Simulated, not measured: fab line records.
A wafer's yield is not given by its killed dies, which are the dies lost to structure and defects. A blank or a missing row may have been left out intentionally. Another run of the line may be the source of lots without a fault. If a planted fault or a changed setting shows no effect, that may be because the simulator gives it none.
Which of the tools did it? ; flow sky130 ; 13 lots, 39 wafers sampled, at 5 steps of a route of 708

## WHAT THE GAUGES READ, wafer by wafer
SKY_LI_CONTACT_RS_MEAS_22: a four-point-probe measurement.
lot;measured;on;LI_CONTACT_W_RS (ohm/sq)
L924;day 29 09:41;filmMetro-03;0.274 0.288 0.276
L925;day 29 22:05;filmMetro-03;0.286 0.274 0.288
L926;day 30 02:18;filmMetro-03;0.287 0.288 0.284
L929;day 31 14:38;filmMetro-04;0.287 0.286 0.285
L928;day 31 15:35;filmMetro-03;0.285 0.288 0.288
L931;day 31 17:59;filmMetro-04;0.287 0.286 0.288
L932;day 32 13:45;filmMetro-04;0.285 0.288 0.284
L935;day 33 01:28;filmMetro-04;0.288 0.289 0.287
L934;day 33 05:56;filmMetro-04;0.287 0.274 0.284
L941;day 35 15:45;filmMetro-03;0.289 0.289 0.293
L944;day 36 03:41;filmMetro-04;0.273 0.286 0.286
L946;day 36 10:23;filmMetro-03;0.288 0.273 0.289
L945;day 36 17:42;filmMetro-04;0.286 0.284 0.283

SKY_LOCAL_INTERCONNECT_CD_MEAS_11: the cd target is 170 nm.
lot;measured;on;cdNm (nm)
L924;day 30 14:32;cdSem-02;169.6 169.6 169.3
L925;day 31 03:08;cdSem-02;169.9 168.9 169.5
L926;day 31 06:46;cdSem-02;169.5 169.2 169.6
L929;day 32 18:55;cdSem-01;169.7 169.1 168.2
L928;day 32 19:50;cdSem-01;171.1 171.2 169.8
L931;day 32 21:57;cdSem-02;167.5 166.9 167.1
L932;day 33 17:24;cdSem-01;169.3 168.9 169.1
L935;day 34 04:43;cdSem-02;169.7 170.2 170.0
L934;day 34 09:44;cdSem-02;169.7 172.3 170.1
L941;day 36 18:36;cdSem-01;170.5 170.5 170.2
L944;day 37 06:57;cdSem-02;112.0 171.8 112.0
L946;day 37 13:32;cdSem-02;113.7 168.9 112.1
L945;day 37 20:06;cdSem-02;117.5 170.6 118.3

SKY_LOCAL_INTERCONNECT_OVL_MEAS_12.
lot;measured;on;LOCAL_INTERCONNECT_OVL (nm)
L924;day 30 14:40;overlay-01;2 -1 -3
L925;day 31 03:13;overlay-01;3 7 3
L926;day 31 06:52;overlay-02;5 5 -4
L929;day 32 19:02;overlay-01;-7 -4 -6
L928;day 32 19:58;overlay-02;1 -1 -2
L931;day 32 22:04;overlay-01;12 8 12
L932;day 33 17:31;overlay-02;11 9 2
L935;day 34 04:50;overlay-01;4 -8 1
L934;day 34 09:52;overlay-02;2 -1 3
L941;day 36 18:43;overlay-02;1 -1 -4
L944;day 37 07:04;overlay-02;-7 3 1
L946;day 37 13:39;overlay-02;0 -7 2
L945;day 37 20:13;overlay-02;8 6 -1

## EACH LOT AND THE TOOL THAT RAN IT (in order: tool; ch and the chambers of the sampled wafers; start)
lot;SKY_LI_CONTACT_CMP_24;SKY_LOCAL_INTERCONNECT_EXPOSE_08
L924;cmp-02 ch 0,2,3, day 29 09:52;krfScanner-01 ch 0, day 30 01:06
L925;cmp-01 ch 2,3, day 29 22:14;krfScanner-02 ch 0, day 30 12:46
L926;cmp-02 ch 1,3, day 30 02:28;krfScanner-02 ch 0, day 30 16:22
L929;cmp-01 ch 1,2,3, day 31 14:49;krfScanner-02 ch 0, day 32 05:02
L928;cmp-01 ch 0,2,3, day 31 15:49;krfScanner-01 ch 0, day 32 06:21
L931;cmp-02 ch 0,1,2, day 31 18:10;krfScanner-02 ch 0, day 32 08:50
L932;cmp-01 ch 0,1,2, day 32 13:59;krfScanner-02 ch 0, day 33 03:51
L935;cmp-02 ch 0,2, day 33 01:41;krfScanner-01 ch 0, day 33 15:57
L934;cmp-02 ch 1,2,3, day 33 06:10;krfScanner-01 ch 0, day 33 20:26
L941;cmp-02 ch 1,2,3, day 35 15:56;krfScanner-02 ch 0, day 36 05:47
L944;cmp-01 ch 0,2,3, day 36 03:52;krfScanner-02 ch 0, day 36 17:54
L946;cmp-02 ch 0,1,3, day 36 10:34;krfScanner-02 ch 0, day 37 00:33
L945;cmp-02 ch 0,1,2, day 36 17:56;krfScanner-02 ch 0, day 37 07:45
- SKY_LI_CONTACT_CMP_24: polishes, stops on PSG, t overpolish 20 s, target thk 0 nm.
- SKY_LOCAL_INTERCONNECT_EXPOSE_08: exposes mask LI1M, target cd 170 nm.

## WHAT THE TOOLS THEMSELVES READ (means of the sampled wafers that have a number; where no wafer has one, the mark that the record gives instead)
SKY_LI_CONTACT_CMP_24.
lot;tool;motorCurrentA (A);overpolishRunS (s);timeToEndpointS (s)
L924;cmp-02;11.0;19.997;95
L925;cmp-01;9.1;20.000;100
L926;cmp-02;10.7;19.993;94
L929;cmp-01;9.3;20.000;98
L928;cmp-01;10.0;20.003;99
L931;cmp-02;11.3;20.005;92
L932;cmp-01;10.3;19.990;100
L935;cmp-02;11.2;19.992;89
L934;cmp-02;11.3;19.999;93
L941;cmp-02;11.3;20.001;93
L944;cmp-01;9.7;19.995;101
L946;cmp-02;11.4;20.001;97
L945;cmp-02;11.3;20.000;95

## THE ANSWER, worked out from the rows above alone
Rule: what is usual is taken from the lots themselves. The widest of any qualifying gaps counts: lots, ordered by their means at a reading, are off when they make up no more than a third of the lots, leave a main group of 4 or more, and stand apart from it by 3 or more times the standard deviation of that group's means. A main group whose means are all the same, to the digits that the tables above print for the reading, isn't used. Also off: a lot with no number at a reading for which 4 or more lots have one. Any other lot the step has rows for is counted as sound. Order of review: gauges by route order, followed by the tools' own readings, for which a lot's mean as printed above is used. The first step at which some lot is off is used, and at that step the reading that is off furthest; a lot without a number counts as furthest.
Off, at SKY_LOCAL_INTERCONNECT_CD_MEAS_11 on cdNm: L944, L946, L945. Main group: mean 169.5 nm, sd 0.99.
A tool fits if, at a process step before that reading, it ran every lot that is off, and no sound lot after the first of them. Gauges at SKY_LOCAL_INTERCONNECT_CD_MEAS_11: tried the same way as those tools. This does not decide it: 2 tools fit, namely krfScanner-02 at SKY_LOCAL_INTERCONNECT_EXPOSE_08 and cdSem-02 at SKY_LOCAL_INTERCONNECT_CD_MEAS_11.

## WHAT THE SIMULATOR PUT IN
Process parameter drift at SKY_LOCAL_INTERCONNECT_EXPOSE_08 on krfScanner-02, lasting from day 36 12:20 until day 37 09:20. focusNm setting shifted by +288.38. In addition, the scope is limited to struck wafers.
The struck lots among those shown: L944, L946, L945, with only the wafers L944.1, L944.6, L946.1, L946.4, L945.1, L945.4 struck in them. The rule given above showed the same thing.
